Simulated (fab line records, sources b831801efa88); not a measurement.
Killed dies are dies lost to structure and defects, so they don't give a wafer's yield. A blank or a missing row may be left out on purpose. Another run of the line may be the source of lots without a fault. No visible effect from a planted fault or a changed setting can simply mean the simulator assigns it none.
What tool caused it? | flow gf180mcu | Sampling: 13 lots, 38 wafers, 5 of 602 route steps

## WHAT THE GAUGES SHOWED, per wafer
GF_V2_THK_MEAS_25: measures by xrf.
lot  | measured     | on            | V2_W_THK (nm)
L966 | day 20 15:40 | film metro-03 | 353 354 359
L967 | day 20 19:50 | film metro-01 | 361 362 362
L969 | day 21 05:38 | film metro-04 | 360 360 365
L970 | day 21 21:34 | film metro-03 | 348 360 354
L971 | day 22 04:28 | film metro-01 | 348 351 353
L973 | day 23 07:04 | film metro-04 | 362 356 363
L974 | day 23 15:03 | film metro-01 | 365 364 356
L975 | day 23 18:41 | film metro-01 | 356 360 364
L980 | day 25 14:08 | film metro-01 | 361 361
L982 | day 26 13:38 | film metro-04 | 363 358 360
L985 | day 27 00:29 | film metro-03 | 362 363 363
L986 | day 27 01:23 | film metro-01 | 357 362 357
L988 | day 27 20:19 | film metro-01 | 359 350 357

GF_M3_CD_MEAS_14 targets a cd of 280 nm.
lot  | measured     | on        | cd nm (nm)
L966 | day 21 16:19 | cd sem-02 | 280.9 281.7 282.0
L967 | day 21 20:21 | cd sem-02 | 278.3 280.8 279.9
L969 | day 22 06:08 | cd sem-02 | 280.5 281.3 280.0
L970 | day 22 21:49 | cd sem-01 | 281.3 280.0 280.2
L971 | day 23 03:56 | cd sem-01 | 282.0 281.4 280.7
L973 | day 24 05:34 | cd sem-02 | 278.4 278.4 278.9
L974 | day 24 13:55 | cd sem-01 | 280.6 282.3 280.8
L975 | day 24 16:49 | cd sem-02 | 281.3 280.9 281.6
L980 | day 26 10:53 | cd sem-01 | 270.1 279.7
L982 | day 27 10:08 | cd sem-01 | 271.4 281.3 280.5
L985 | day 27 20:47 | cd sem-02 | 282.1 280.6 282.0
L986 | day 27 22:25 | cd sem-02 | 281.0 282.0 281.9
L988 | day 28 16:10 | cd sem-01 | 281.7 282.2 282.4

GF_V3_BOW_MEAS_05.
lot  | measured     | on            | V3_BOW (um)
L966 | day 21 18:04 | film metro-02 | 121 129 123
L967 | day 21 21:44 | film metro-02 | 119 121 120
L969 | day 22 07:39 | film metro-04 | 108 111 117
L970 | day 22 23:15 | film metro-04 | 106 121 130
L971 | day 23 05:23 | film metro-03 | 122 130 135
L973 | day 24 06:58 | film metro-03 | 115 114 129
L974 | day 24 15:20 | film metro-03 | 119 121 127
L975 | day 24 18:12 | film metro-03 | 114 99 119
L980 | day 26 12:16 | film metro-04 | 122 116
L982 | day 27 11:35 | film metro-03 | 124 112 133
L985 | day 27 22:14 | film metro-03 | 112 107 112
L986 | day 27 23:50 | film metro-04 | 110 124 121
L988 | day 28 17:33 | film metro-03 | 112 123 116

## WHICH TOOL RAN EACH LOT (tool, then ch and the chambers of the sampled wafers, then the start)
lot  | GF_M3_EXPOSE_11                   | GF_M3_METAL_ETCH_16
L966 | krf scanner-02 ch 0, day 21 04:40 | rie metal-03 ch 0,1, day 21 16:29
L967 | krf scanner-01 ch 0, day 21 08:34 | rie metal-01 ch 1, day 21 20:29
L969 | krf scanner-01 ch 0, day 21 18:37 | rie metal-02 ch 1, day 22 06:22
L970 | krf scanner-01 ch 0, day 22 10:16 | rie metal-02 ch 0,1, day 22 21:59
L971 | krf scanner-01 ch 0, day 22 17:05 | rie metal-01 ch 0,1, day 23 04:05
L973 | krf scanner-02 ch 0, day 23 19:03 | rie metal-01 ch 0,1, day 24 05:44
L974 | krf scanner-01 ch 0, day 24 02:59 | rie metal-03 ch 0,1, day 24 14:05
L975 | krf scanner-02 ch 0, day 24 06:20 | rie metal-02 ch 0,1, day 24 16:59
L980 | krf scanner-01 ch 0, day 26 01:14 | rie metal-03 ch 0,1, day 26 11:02
L982 | krf scanner-01 ch 0, day 26 23:58 | rie metal-01 ch 0,1, day 27 10:17
L985 | krf scanner-02 ch 0, day 27 11:27 | rie metal-03 ch 0,1, day 27 20:56
L986 | krf scanner-02 ch 0, day 27 12:38 | rie metal-01 ch 1, day 27 22:35
L988 | krf scanner-02 ch 0, day 28 07:02 | rie metal-02 ch 0,1, day 28 16:20
- GF_M3_EXPOSE_11: exposes mask Metal3, target cd 280 nm.
- GF_M3_METAL_ETCH_16: etches the open film in Cl2/BCl3, stops on SiO2, target depth 750.8 nm, time 125.1 s.

## AS READ BY THE TOOLS THEMSELVES (means over the sampled wafers that have a number; for cases with no such wafer, the mark the record gives instead)
GF_M3_METAL_ETCH_16.
lot  | tool         | chamber pressure mTorr (mTorr) | drypump motor current A (A) | oes product au (a.u.) | rf fwd power W (W) | throttle valve pct (%)
L966 | rie metal-03 | 7.993                          | 5.5                         | 0.989                 | 800                | 28.222
L967 | rie metal-01 | 7.996                          | 5.9                         | 0.993                 | 793                | 28.217
L969 | rie metal-02 | 7.998                          | 5.4                         | 0.987                 | 793                | 28.238
L970 | rie metal-02 | 7.996                          | 5.9                         | 0.986                 | 796                | 28.231
L971 | rie metal-01 | 8.000                          | 5.3                         | 0.994                 | 796                | 28.223
L973 | rie metal-01 | 7.999                          | 5.2                         | 0.997                 | 794                | 28.230
L974 | rie metal-03 | 8.001                          | 5.7                         | 0.991                 | 796                | 28.231
L975 | rie metal-02 | 8.000                          | 5.7                         | 0.989                 | 796                | 28.236
L980 | rie metal-03 | 8.003                          | 5.6                         | 0.993                 | 800                | 28.218
L982 | rie metal-01 | 8.009                          | 5.6                         | 0.990                 | 793                | 28.223
L985 | rie metal-03 | 8.002                          | 5.5                         | 0.987                 | 799                | 28.226
L986 | rie metal-01 | 7.999                          | 5.9                         | 0.993                 | 795                | 28.219
L988 | rie metal-02 | 7.998                          | 5.9                         | 0.989                 | 795                | 28.228

## THE ANSWER, worked out from the rows above alone
Rule: usual is defined by the lots themselves. The widest of any qualifying gaps counts: lots, ordered by their means at a reading, are off when they make up no more than a third of the lots, leave a main group of 4 or more, and stand apart from it by 3 or more times the standard deviation of that group's means. Not used: any main group whose means are identical at the precision the tables above print for the reading. A lot without any number at a reading at which 4 lots or more have one is off too. Any other lot the step has rows for is counted as sound. The gauges are gone through in route order, then the tools' own readings, and for those a lot's mean is taken as printed above. At the first step where some lot is off, the reading lying furthest off is the one used; lots without a number count as furthest.
No lot is off at any reading shown: from this, nothing can be told.

## WHAT HAD BEEN PUT IN BY THE SIMULATOR
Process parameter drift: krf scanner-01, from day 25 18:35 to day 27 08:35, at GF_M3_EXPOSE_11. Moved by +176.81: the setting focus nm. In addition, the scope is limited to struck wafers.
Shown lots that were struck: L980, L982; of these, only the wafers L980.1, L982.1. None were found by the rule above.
